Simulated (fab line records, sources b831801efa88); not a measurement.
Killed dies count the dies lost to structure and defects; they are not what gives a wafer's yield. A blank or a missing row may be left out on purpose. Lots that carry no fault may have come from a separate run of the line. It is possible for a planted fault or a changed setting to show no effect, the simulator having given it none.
fab line records	flow sfqLine
record: lots: 5	wafers: 15	lastDay: 81
route steps=325 shown M1@62 I1@73 M2@88
lots with no fault: from the same line, run without faults
startH: hours from the record's first day to the start of the lot's first wafer shown	waitH: hours from the lot's prior step to this one	" unchanged from the row above	L1.1+2: a single row standing in for several wafers	- either no value or no given start	* or withheld: withheld	< > ~ a bound
route shown NAME@n: names a module that has steps shown in the file, with the first one's number in the route	usual: mean and standard deviation over wafers with no fault	same: alike in all rows	chamber/n: place in a boat	sites: each site's reading	_std_site: how widely they spread, as a standard deviation	_edge_site: inner sites' mean taken away from outer sites' mean	radiusMm: for every site, how far away it sits from the centre of the wafer	mask NAME#n: copy n	behind: the last tool/chamber to shape the wafer	hold: reason for holding the lot/hours on hold/outcome of the hold	device: transistor that didn't switch, given as n, p or np	end of line: tests run on the same wafers once the route is complete	step lacking rows: just its recipe	killed: dies lost to structure and defects at the first sort, not the wafer's yield	map: a wafer's dies, marking killed ones x, the rest . and places with no die _
set.NAME: the setting the step ran with; set.NAME@STEP: the setting that earlier step ran with	model.NAME: the simulator's own value behind a step, which no gauge read
lots at selected steps of the route; one table per step, one row per wafer
services: when a tool's chamber went out of use (startH, in hours from the record's first day, below 0 if earlier), for how many hours, and the reason
== steps ==
step: SFQ_TRILAYER_M1_LITHO_COAT_044
recipe: resist: BARC	spinRpm: 3000	resistThkNm: 62
step: SFQ_TRILAYER_M1_LITHO_COAT_039
recipe: resist: KrF	spinRpm: 3000	resistThkNm: 600
step: SFQ_TRILAYER_M1_LITHO_SOFTBAKE_043
recipe: tempC: withheld	timeS: withheld	resist: KrF
step: SFQ_TRILAYER_M1_LITHO_EXPOSE_040
recipe: maskId: M1	na: 0.6	sourceShape: conventional	sigmaOuter: 0.65	targetCdNm: 500	doseMj: 14.4
step: SFQ_TRILAYER_M1_LITHO_PEB_042
recipe: pebTempC: 115	pebTimeS: 60	resist: KrF
step: SFQ_TRILAYER_M1_LITHO_DEVELOP_041
recipe: timeS: 60	resist: KrF
step: SFQ_M1_OVL_MEAS_911
usual: M1_OVL: 0/5.7
lot.wafer	tool	chamber	startH	waitH	M1_OVL[nm]
L570.1	overlay-01	-	531.75	0.1	4
L570.2	"	-	"	"	0
L570.3	"	-	"	"	7
L574.1	overlay-02	-	570.15	0.1	2
L574.2	"	-	"	"	9
L574.4	"	-	"	"	4
L585.1	overlay-01	-	682.12	0.1	1
L585.3	"	-	"	"	-2
L585.5	"	-	"	"	-6
L588.3	overlay-01	-	703.73	0.1	1
L588.5	"	-	"	"	-5
L588.6	"	-	"	"	-2
L590.1	overlay-01	-	714.32	0.1	0
L590.4	"	-	"	"	9
L590.6	"	-	"	"	-2
step: SFQ_TRILAYER_M1_BARC_OPEN_METAL_ETCH_054
recipe: maskMaterial: PR	chemistry: O2	targetDepthNm: 125	target: BARC	icpW: 600	biasW: 80	pressureMtorr: 10	timeS: 41.7
usual: drypumpMotorCurrentA: 6.09/0.27	oesProductAu: 0.684/0.005
lot.wafer	tool	chamber	startH	waitH	drypumpMotorCurrentA	oesProductAu	rfHoursCounterH
L570.1	rieMetal-03	0	531.78	0.0	5.75	0.693	49
L570.2	"	1	"	"	6.33	0.690	38
L570.3	"	1	"	"	6.33	0.682	-
L574.1	rieMetal-02	0	570.18	0.0	6.37	0.685	131
L574.2	"	1	"	"	6.19	0.682	48
L574.4	"	0	"	"	6.36	0.683	-
L585.1	rieMetal-01	1	682.16	0.0	5.79	0.680	84
L585.3	"	0	"	"	5.69	0.682	-
L585.5	"	1	"	"	5.81	0.681	-
L588.3	rieMetal-03	0	703.78	0.0	5.75	0.683	-
L588.5	"	0	"	"	5.76	0.694	-
L588.6	"	1	"	"	6.32	0.686	-
L590.1	rieMetal-02	0	714.36	0.0	6.36	0.681	155
L590.4	"	0	"	"	6.36	0.688	-
L590.6	"	0	"	"	6.33	0.678	-
step: SFQ_TRILAYER_M1_ETCH_METAL_ETCH_042
recipe: target: Nb	stopOn: SiO2	maskMaterial: PR	chemistry: Cl2/Ar	targetDepthNm: 240	icpW: 600	biasW: 80	pressureMtorr: 10	timeS: 120
step: SFQ_TRILAYER_M1_STRIP_STRIP_043
recipe: gas: O2	powerW: 200	platenTempC: 40	overashFraction: 0.65	chemistry: O2	pressureMtorr: 50
usual: drypumpMotorCurrentA: 6.10/0.27	oesProductAu: 0.999/0.0086
lot.wafer	tool	chamber	startH	waitH	drypumpMotorCurrentA	oesProductAu	rfHoursCounterH
L570.1	rieMetal-03	0	531.97	0.1	5.74	0.992	49
L570.2	"	1	"	"	6.32	0.983	38
L570.3	"	1	"	"	6.31	0.995	-
L574.1	rieMetal-02	0	570.37	0.1	6.37	1.002	131
L574.2	"	1	"	"	6.25	0.991	48
L574.4	"	0	"	"	6.36	0.998	-
L585.1	rieMetal-01	1	682.34	0.1	5.82	1.008	84
L585.3	"	0	"	"	5.70	1.004	-
L585.5	"	1	"	"	5.83	1.002	-
L588.3	rieMetal-03	0	704.14	0.2	5.72	1.010	-
L588.5	"	0	"	"	5.74	1.007	-
L588.6	"	1	"	"	6.32	0.993	-
L590.1	rieMetal-02	0	714.54	0.1	6.41	1.008	155
L590.4	"	0	"	"	6.38	1.006	-
L590.6	"	0	"	"	6.39	1.007	-
step: SFQ_TRILAYER_M1_STRIP_SOLV_CLEAN_044
recipe: chemistry: NMP	tempC: 70	timeS: 600
step: SFQ_TRILAYER_I1_DEP_PECVD_045
recipe: material: SiO2	tempC: 150	timeS: 111.11	pressureTorr: 2.4	rfW: 183.3	precursor: SiH4/N2O	targetThkNm: 500
usual: chamberPressureTorr: 2.400/0.0057	heaterPowerW: 82/14	throttleValvePct: 25.1/1
lot.wafer	tool	chamber	startH	waitH	chamberPressureTorr	heaterPowerW	throttleValvePct
L570.1	pecvd-01	2	532.74	0.0	2.401	82	26.0
L570.2	"	0	"	"	2.406	77	27.7
L570.3	"	1	"	"	2.397	85	26.4
L574.1	pecvd-03	0	571.14	0.0	2.398	75	26.3
L574.2	"	2	"	"	2.391	91	24.4
L574.4	"	1	"	"	2.390	82	25.7
L585.1	pecvd-03	1	683.12	0.0	2.399	77	25.9
L585.3	"	0	"	"	2.400	71	26.2
L585.5	"	1	"	"	2.400	82	25.9
L588.3	pecvd-03	0	704.72	0.0	2.403	77	26.0
L588.5	"	2	"	"	2.400	82	24.0
L588.6	"	0	"	"	2.410	77	26.2
L590.1	pecvd-03	2	715.31	0.0	2.398	91	24.1
L590.4	"	0	"	"	2.407	80	26.5
L590.6	"	1	"	"	2.392	80	25.7
step: SFQ_TRILAYER_I1_CMP_CMP_046
recipe: material: SiO2	downForcePsi: 3	platenRpm: 60	padVelocityMS: 0.94248
usual: motorCurrentA: 10.1/1.1	timeToEndpointS: 214/7.3
lot.wafer	tool	chamber	startH	waitH	motorCurrentA	timeToEndpointS	model.SiO2_of_TRILAYER_I1_DEP_PECVD_045.thkNm
L570.3	cmp-02	1	543.62	10.8	10.6	212	199.9
L570.1	"	2	"	"	10.5	216	200.2
L570.2	"	3	"	"	7.5	214	200.5
L574.2	cmp-01	1	581.20	10.0	9.8	200	199.2
L574.4	"	3	582.20	11.0	10.7	221	200.8
L574.1	"	0	"	"	10.1	216	200.8
L585.1	cmp-01	1	683.20	0.0	9.8	204	197.9
L585.3	"	3	684.20	1.0	11.1	215	199.9
L585.5	"	2	685.70	2.5	11.0	197	212.4
L588.3	cmp-02	0	704.80	0.0	10.9	213	199.5
L588.5	"	0	706.80	2.0	10.8	211	199
L588.6	"	1	"	"	10.8	219	200.9
L590.1	cmp-02	2	715.39	0.0	8.9	213	200.1
L590.4	"	1	716.89	1.5	11.1	220	199.4
L590.6	"	3	717.89	2.5	7.8	214	200.3
step: SFQ_I1_BOW_MEAS_912
recipe: mode: bow
usual: I1_BOW: 2/8.1
lot.wafer	tool	chamber	startH	waitH	I1_BOW[um]
L570.1	filmMetro-04	-	546.12	1.5	13
L570.2	"	-	"	"	15
L570.3	"	-	"	"	12
L574.1	filmMetro-01	-	584.20	1.0	4
L574.2	"	-	"	"	-13
L574.4	"	-	"	"	-6
L585.1	filmMetro-04	-	686.20	2.5	0
L585.3	"	-	"	"	13
L585.5	"	-	"	"	-21
L588.3	filmMetro-01	-	707.84	2.5	-4
L588.5	"	-	"	"	7
L588.6	"	-	"	"	-6
L590.1	filmMetro-03	-	718.39	2.5	1
L590.4	"	-	"	"	1
L590.6	"	-	"	"	7
step: SFQ_TRILAYER_I1_METRO_MEASURE_047
usual: thkNm: 200.1/0.99
lot.wafer	tool	chamber	startH	waitH	thkNm
L570.1	filmMetro-04	-	546.24	0.1	200.4
L570.2	"	-	"	"	200.6
L570.3	"	-	"	"	199.7
L574.1	filmMetro-01	-	584.32	0.1	200.8
L574.2	"	-	"	"	199.2
L574.4	"	-	"	"	200.9
L585.1	filmMetro-04	-	686.32	0.1	198.0
L585.3	"	-	"	"	199.9
L585.5	"	-	"	"	212.3
L588.3	filmMetro-01	-	708.32	0.5	199.4
L588.5	"	-	"	"	199.0
L588.6	"	-	"	"	200.8
L590.1	filmMetro-03	-	718.51	0.1	200.2
L590.4	"	-	"	"	199.3
L590.6	"	-	"	"	200.4
step: SFQ_TRILAYER_I1_VIA_LITHO_COAT_054
recipe: resist: BARC	spinRpm: 3000	resistThkNm: 62
step: SFQ_TRILAYER_I1_VIA_LITHO_COAT_049
recipe: resist: KrF	spinRpm: 3000	resistThkNm: 650
step: SFQ_TRILAYER_I1_VIA_LITHO_SOFTBAKE_053
recipe: tempC: withheld	timeS: withheld	resist: KrF
step: SFQ_TRILAYER_I1_VIA_LITHO_EXPOSE_050
recipe: maskId: I1	na: 0.6	sourceShape: conventional	sigmaOuter: 0.65	targetCdNm: 500	doseMj: 21.3
step: SFQ_TRILAYER_I1_VIA_LITHO_PEB_052
recipe: pebTempC: 115	pebTimeS: 60	resist: KrF
step: SFQ_TRILAYER_I1_VIA_LITHO_DEVELOP_051
recipe: timeS: 60	resist: KrF
step: SFQ_I1_OVL_MEAS_913
usual: I1_OVL: 2/6.2
lot.wafer	tool	chamber	startH	waitH	I1_OVL[nm]
L570.1	overlay-01	-	555.89	0.1	21
L570.2	"	-	"	"	15
L570.3	"	-	"	"	14
L574.1	overlay-01	-	592.75	0.1	-11
L574.2	"	-	"	"	-8
L574.4	"	-	"	"	-10
L585.1	overlay-01	-	689.77	0.1	-4
L585.3	"	-	"	"	-7
L585.5	"	-	"	"	-2
L588.3	overlay-02	-	859.99	0.1	-2
L588.5	"	-	"	"	0
L588.6	"	-	"	"	5
L590.1	overlay-01	-	868.38	0.1	5
L590.4	"	-	"	"	0
L590.6	"	-	"	"	5
step: SFQ_TRILAYER_I1_VIA_BARC_OPEN_VIA_ETCH_071
recipe: maskMaterial: PR	chemistry: O2	targetDepthNm: 125	target: BARC	sourceW: 500	biasW: 80	pressureMtorr: 30	timeS: 41.7
usual: drypumpMotorCurrentA: 5.6/0.55	oesProductAu: 0.684/0.0043
lot.wafer	tool	chamber	startH	waitH	drypumpMotorCurrentA	oesProductAu	rfHoursCounterH
L570.1	rieDiel-02	3	555.93	0.0	5.4	0.675	3
L570.2	"	2	"	"	5.5	0.687	1
L570.3	"	0	"	"	5.9	0.679	58
L574.1	rieDiel-04	1	592.78	0.0	5.2	0.691	1
L574.2	"	2	"	"	5.5	0.686	3
L574.4	"	0	"	"	6.2	0.688	4
L585.1	rieDiel-04	0	689.80	0.0	6.2	0.685	6
L585.3	"	3	"	"	6.4	0.685	57
L585.5	"	2	"	"	5.5	0.684	-
L588.3	rieDiel-01	3	860.01	0.0	4.8	0.685	21
L588.5	"	3	"	"	4.8	0.684	-
L588.6	"	2	"	"	5.5	0.684	-
L590.1	rieDiel-04	2	868.41	0.0	5.5	0.684	8
L590.4	"	1	"	"	5.3	0.684	-
L590.6	"	3	"	"	6.4	0.683	-
step: SFQ_TRILAYER_I1_VIA_ETCH_VIA_ETCH_052
recipe: target: SiO2	stopOn: Nb	maskMaterial: PR	taperDeg: 20	chemistry: CHF3	targetDepthNm: 260	sourceW: 500	biasW: 80	pressureMtorr: 30	timeS: withheld
usual: drypumpMotorCurrentA: 5.6/0.56	oesProductAu: 0.855/0.0053
lot.wafer	tool	chamber	startH	waitH	drypumpMotorCurrentA	oesProductAu	model.I1.featureDepthNm	model.etch.depthNm
L570.1	rieDiel-02	3	555.97	0.0	5.4	0.857	200.2	200.2
L570.2	"	2	"	"	5.5	0.860	200.5	200.5
L570.3	"	0	"	"	5.9	0.851	199.9	199.9
L574.1	rieDiel-04	1	592.82	0.0	5.3	0.859	200.8	200.8
L574.2	"	2	"	"	5.5	0.856	199.2	199.2
L574.4	"	0	"	"	6.2	0.859	200.8	200.8
L585.1	rieDiel-04	0	689.84	0.0	6.2	0.843	197.9	197.9
L585.3	"	3	"	"	6.4	0.862	199.9	199.9
L585.5	"	2	"	"	5.5	0.894	212.4	212.4
L588.3	rieDiel-01	3	860.05	0.0	4.8	0.850	199.5	199.5
L588.5	"	3	"	"	4.8	0.844	199	199
L588.6	"	2	"	"	5.5	0.855	200.9	200.9
L590.1	rieDiel-04	2	868.45	0.0	5.5	0.853	200.1	200.1
L590.4	"	1	"	"	5.2	0.849	199.4	199.4
L590.6	"	3	"	"	6.4	0.860	200.3	200.3
step: SFQ_TRILAYER_I1_VIA_STRIP_STRIP_053
recipe: gas: O2	powerW: 200	platenTempC: 40	overashFraction: 0.65	chemistry: O2	pressureMtorr: 50
usual: drypumpMotorCurrentA: 5.9/0.38	oesProductAu: 1.000/0.0085
lot.wafer	tool	chamber	startH	waitH	drypumpMotorCurrentA	oesProductAu	rfHoursCounterH
L570.1	rieMetal-02	0	556.08	-	6.4	1.001	129
L570.2	"	1	"	"	6.2	0.990	46
L570.3	"	1	"	"	6.2	0.995	-
L574.1	rieMetal-01	0	592.94	-	5.7	0.993	83
L574.2	"	1	"	"	5.8	1.001	71
L574.4	"	1	"	"	5.8	1.008	-
L585.1	rieMetal-04	1	689.96	-	5.8	1.005	90
L585.3	"	0	"	"	5.3	0.992	-
L585.5	"	1	"	"	5.8	1.006	-
L588.3	rieMetal-01	0	860.37	-	5.7	0.995	-
L588.5	"	0	"	"	5.7	0.989	-
L588.6	"	1	"	"	5.8	0.997	-
L590.1	rieMetal-04	1	868.57	-	5.8	1.020	113
L590.4	"	0	"	"	5.3	0.990	-
L590.6	"	1	"	"	5.8	1.001	-
step: SFQ_TRILAYER_I1_VIA_STRIP_SOLV_CLEAN_054
recipe: chemistry: NMP	tempC: 70	timeS: 600
step: SFQ_TRILAYER_M2_DEP_PRE_CLEAN_056
recipe: gas: Ar	timeS: 22.5	biasV: 250
lot.wafer	tool	chamber	startH	waitH	model.SiO2_of_TRILAYER_I1_DEP_PECVD_045.thkNm
L570.1	pvdSputter-03	-	556.85	0.0	192.7
L570.2	"	-	"	"	193
L570.3	"	-	"	"	192.4
L574.1+4	pvdSputter-04	-	593.71	0.0	193.3
L574.2	"	-	"	"	191.7
L585.1	pvdSputter-06	-	690.93	0.0	190.4
L585.3	"	-	"	"	192.4
L585.5	"	-	"	"	204.9
L588.3	pvdSputter-03	-	860.96	0.0	192
L588.5	"	-	"	"	191.5
L588.6	"	-	"	"	193.4
L590.1	pvdSputter-06	-	869.34	0.0	192.6
L590.4	"	-	"	"	191.9
L590.6	"	-	"	"	192.8
step: SFQ_TRILAYER_M2_DEP_SPUTTER_055
recipe: material: Nb	basePressurePa: 1.33e-06	chamberPressurePa: 0.1333	substrateTempC: 20	resputterCathodeVoltageV: 400	targetThkNm: 200	powerW: 2000	timeS: 133.3
== services ==
tool	chamber	startH	hours	kind
rieDiel-04	2	523.43	7.7	repair
cmp-02	-	553.15	1.4	repair
cmp-02	-	576.12	4.0	pm
rieMetal-01	1	581.83	4.9	repair
cmp-02	-	607.46	3.4	repair
cmp-02	-	615.62	0.4	repair
rieDiel-04	2	619.81	2.6	repair
rieMetal-01	-	629.21	14.6	pm
pecvd-03	-	658.19	0.9	repair
pecvd-03	0	668.18	3.6	repair
cmp-02	-	681.93	0.4	repair
pecvd-03	-	685.85	5.5	pm
rieDiel-04	0	694.72	3.0	repair
rieDiel-04	2	699.37	8.7	repair
cmp-02	-	700.57	0.3	repair
pecvd-03	1	725.27	22.2	repair
pecvd-03	-	733.98	13.8	repair
cmp-02	-	766.31	1.0	repair
pecvd-03	1	799.71	9.6	repair
rieDiel-04	2	830.23	5.0	repair
pecvd-03	-	851.36	1.8	repair
pecvd-03	-	861.25	1.5	repair
rieDiel-04	0	864.75	11.6	repair
rieMetal-02	-	867.62	0.5	repair
== key ==
firstSign: step: SFQ_TRILAYER_I1_METRO_MEASURE_047	reading: thkNm	direction: up	sigmas: 12	usual: 200.1	struck: 212.3
effect: step: SFQ_TRILAYER_I1_VIA_ETCH_VIA_ETCH_052	reading: oesProductAu	direction: up	sigmas: 7.3	usual: 0.855	struck: 0.894
modelEffect: step: SFQ_TRILAYER_I1_CMP_CMP_046	value: SiO2_of_TRILAYER_I1_DEP_PECVD_045.thkNm	without: 197.4	struck: 212.4
modelEffect: step: SFQ_TRILAYER_I1_VIA_ETCH_VIA_ETCH_052	value: I1.featureDepthNm	without: 197.4	struck: 212.4
modelEffect: step: SFQ_TRILAYER_M2_DEP_PRE_CLEAN_056	value: SiO2_of_TRILAYER_I1_DEP_PECVD_045.thkNm	without: 189.9	struck: 204.9
metAt SFQ_TRILAYER_I1_CMP_CMP_046
struckWafers L585.5
fault: kind: processParameterDrift	tool: cmp-01	chamber: 2	onsetH: 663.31	steps: SFQ_TRILAYER_I1_CMP_CMP_046	channel: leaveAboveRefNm	offset: 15	shape: step	endH: 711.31	actsIn: theseRecipesOnly	stated: 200
